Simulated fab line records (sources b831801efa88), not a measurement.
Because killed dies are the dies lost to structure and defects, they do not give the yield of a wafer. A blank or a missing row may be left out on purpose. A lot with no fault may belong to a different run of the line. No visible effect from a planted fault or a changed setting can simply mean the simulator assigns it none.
A lot that was struck, set against a sound lot :: flow sfq line :: 43 out of 325 route steps
Sound: the wafers L483.1, L483.2, L483.4. The struck wafers were L489.3, L489.4, L489.5. Last of all comes the cause.
At each step with rows: each side's tool, then ch and its chambers, then its first start. Under that, the readings that differ: sound wafers :: struck wafers :: difference of the means :: sigmas: that difference in standard deviations of wafers without a fault.
alike: a reading whose means differ by less than 2 such deviations, as well as words and numbers matching on both sides. not compared: withheld readings; readings where some wafer has no value; bounds like >300 that might hide an equal value; numbers whose values overlap and for which the record gives no deviation.
Wherever a step has rows on one side only, a row that says differs or no value, or a row with sigmas, the two part there. Numbers that have no deviation but don't overlap get no sigmas and don't part them. A reading that every wafer of one side lacks parts them only if that side has two wafers or more.

first, 6 steps without rows for these wafers: SFQ_TRILAYER_M5_LITHO_COAT_128 (resist thk 62 nm); SFQ_TRILAYER_M5_LITHO_COAT_123 (resist thk 600 nm); SFQ_TRILAYER_M5_LITHO_SOFTBAKE_127; SFQ_TRILAYER_M5_LITHO_EXPOSE_124 (exposes mask M5, target cd 700 nm); SFQ_TRILAYER_M5_LITHO_PEB_126 (peb time 60 s); SFQ_TRILAYER_M5_LITHO_DEVELOP_125 (time 60 s).
SFQ_M5_OVL_MEAS_932:
  struck on overlay-01, day 61 07:16; sound on overlay-02, day 55 15:47
  alike: M5_OVL
then, 1 step without rows for these wafers: SFQ_TRILAYER_M5_BARC_OPEN_METAL_ETCH_161 (etches BARC in O2, target depth 125 nm, time 41.7 s).
SFQ_TRILAYER_M5_ETCH_METAL_ETCH_126: etches Nb in Cl2/BCl3, stops on SiO2, time 203.2 s, target depth 265 nm.
  sound on rie metal-03 ch 0,1, day 55 15:53; struck on rie metal-03 ch 0,1, day 61 07:25
  alike: drypump motor current A, oes product au
  not compared: rf hours counter h
then, 3 steps without rows for these wafers: SFQ_TRILAYER_M5_STRIP_STRIP_127 (strips in O2); SFQ_TRILAYER_M5_STRIP_SOLV_CLEAN_128 (cleans in NMP, time 600 s); SFQ_TRILAYER_A5B_DEP_PECVD_129 (deposits SiO2 from SiH4/N2O, time 133.33 s, target thk 600 nm).
SFQ_TRILAYER_A5B_CMP_CMP_130: polishes, stops on Nb, target thk 340.7 nm.
  sound on cmp-01 ch 0,2,3, day 56 04:55; struck on cmp-02 ch 1,3, day 61 18:04
  no value came back on the struck wafers for edge zone pressure frac, head pressure psi (psi), motor current A (A); on the sound wafers edge zone pressure frac reads 1.001 0.997 1.004
reading: model.SiO2_of_TRILAYER_A5B_DEP_PECVD_129.thk nm (nm)
sound: 355.5 346.5 341.3
struck: 599.9 599.6 615.8
difference: +257.3
sigmas: 
SFQ_TRILAYER_A5B_METRO_MEASURE_131:
  struck on film metro-01, day 61 20:58; sound on film metro-02, day 56 07:25
reading: thk nm (nm)
sound: 356 346 341
struck: 600 599 616
difference: +257
sigmas: +34
then, 3 steps without rows for these wafers: SFQ_TRILAYER_R5_DEP_SPUTTER_132 (material Ti, target thk 5 nm, time 5 s); SFQ_TRILAYER_R5_DEP_SPUTTER_133 (material MoNx, target thk 40 nm, time 66.7 s); SFQ_TRILAYER_R5_DEP_SPUTTER_134 (material Ti, target thk 5 nm, time 5 s).
SFQ_R5_RS_MEAS_933: uses a four-point probe to measure.
  struck on film metro-02, day 61 21:53; sound on film metro-03, day 56 08:43
  alike: R5_MONX_RS
SFQ_R5_THK_MEAS_934: measures by xrf.
  struck on film metro-02, day 61 21:59; sound on film metro-03, day 56 08:50
  alike: R5_MONX_THK
then, 6 steps without rows for these wafers: SFQ_TRILAYER_R5_LITHO_COAT_141 (resist thk 62 nm); SFQ_TRILAYER_R5_LITHO_COAT_136 (resist thk 600 nm); SFQ_TRILAYER_R5_LITHO_SOFTBAKE_140; SFQ_TRILAYER_R5_LITHO_EXPOSE_137 (exposes mask R5, target cd 500 nm); SFQ_TRILAYER_R5_LITHO_PEB_139 (peb time 60 s); SFQ_TRILAYER_R5_LITHO_DEVELOP_138 (time 60 s).
SFQ_R5_OVL_MEAS_935:
  struck on overlay-02, day 62 15:28; sound on overlay-02, day 57 08:35
  alike: R5_OVL
then, 1 step without rows for these wafers: SFQ_TRILAYER_R5_BARC_OPEN_METAL_ETCH_177 (etches BARC in O2, target depth 125 nm, time 41.7 s).
SFQ_TRILAYER_R5_ETCH_METAL_ETCH_139: etches the open film in Cl2, stops on SiO2, target depth 60 nm, time 40 s.
  sound on rie metal-02 ch 0,1, day 57 08:41; struck on rie metal-01 ch 0,1, day 62 15:34
  alike: drypump motor current A, oes product au
  not compared: rf hours counter h
SFQ_TRILAYER_R5_STRIP_STRIP_140: strips in O2.
  sound on rie metal-02 ch 0,1, day 57 08:44; struck on rie metal-01 ch 0,1, day 62 15:48
reading: oes product au (a.u.)
sound: 1.010 1.002 1.003
struck: 0.975 0.975 0.964
difference: -0.034
sigmas: -3
  alike: drypump motor current A
  not compared: rf hours counter h
then, 8 steps without rows for these wafers: SFQ_TRILAYER_R5_STRIP_SOLV_CLEAN_141 (cleans in NMP, time 600 s); SFQ_TRILAYER_A5C_DEP_PECVD_142 (deposits SiO2 from SiH4/N2O, time 15.556 s, target thk 70 nm); SFQ_TRILAYER_I5_LITHO_COAT_149 (resist thk 62 nm); SFQ_TRILAYER_I5_LITHO_COAT_144 (resist thk 650 nm); SFQ_TRILAYER_I5_LITHO_SOFTBAKE_148; SFQ_TRILAYER_I5_LITHO_EXPOSE_145 (exposes mask I5, target cd 700 nm); SFQ_TRILAYER_I5_LITHO_PEB_147 (peb time 60 s); SFQ_TRILAYER_I5_LITHO_DEVELOP_146 (time 60 s).
SFQ_I5_OVL_MEAS_936:
  struck on overlay-02, day 62 23:52; sound on overlay-02, day 60 13:17
  alike: I5_OVL
SFQ_TRILAYER_I5_BARC_OPEN_VIA_ETCH_200: etches BARC in O2, target depth 125 nm, time 41.7 s.
  sound on rie diel-02 ch 0,1,3, day 60 13:20; struck on rie diel-04 ch 1,2, day 62 23:53
  alike: drypump motor current A, oes product au
  not compared: rf hours counter h
then, 1 step without rows for these wafers: SFQ_TRILAYER_I5_ETCH_VIA_ETCH_147 (etches the open film in CHF3, stops on Nb, target depth 360 nm).
SFQ_TRILAYER_I5_STRIP_STRIP_148: strips in O2.
  sound on rie metal-04 ch 0,1, day 60 13:31; struck on rie metal-01 ch 0,1, day 63 00:16
  alike: drypump motor current A, oes product au
  not compared: rf hours counter h
then, 1 step without rows for these wafers: SFQ_TRILAYER_I5_STRIP_SOLV_CLEAN_149 (cleans in NMP, time 600 s).
-- the record jumps here: 16 days lie between the struck wafers' starts before and after --
SFQ_M8_BOW_MEAS_951:
  struck on film metro-01, day 79 09:42; sound on film metro-03, day 77 15:19
reading: model.etest.i5.link ohm
sound: 2.265 2.245 2.268
struck: 2.399 2.402 2.41
difference: +0.144
sigmas: 
  alike: M8_BOW

WHERE THEY PART
First at SFQ_TRILAYER_A5B_CMP_CMP_130; last, within this record, at SFQ_TRILAYER_R5_STRIP_STRIP_140. Later steps at which nothing parts them and some readings are alike: SFQ_I5_OVL_MEAS_936, SFQ_TRILAYER_I5_BARC_OPEN_VIA_ETCH_200, SFQ_TRILAYER_I5_STRIP_STRIP_148, SFQ_M8_BOW_MEAS_951.

WHY: what the simulator had put in
Skipped step whole: cmp-02, from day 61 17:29 on, at SFQ_TRILAYER_A5B_CMP_CMP_130. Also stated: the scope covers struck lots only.
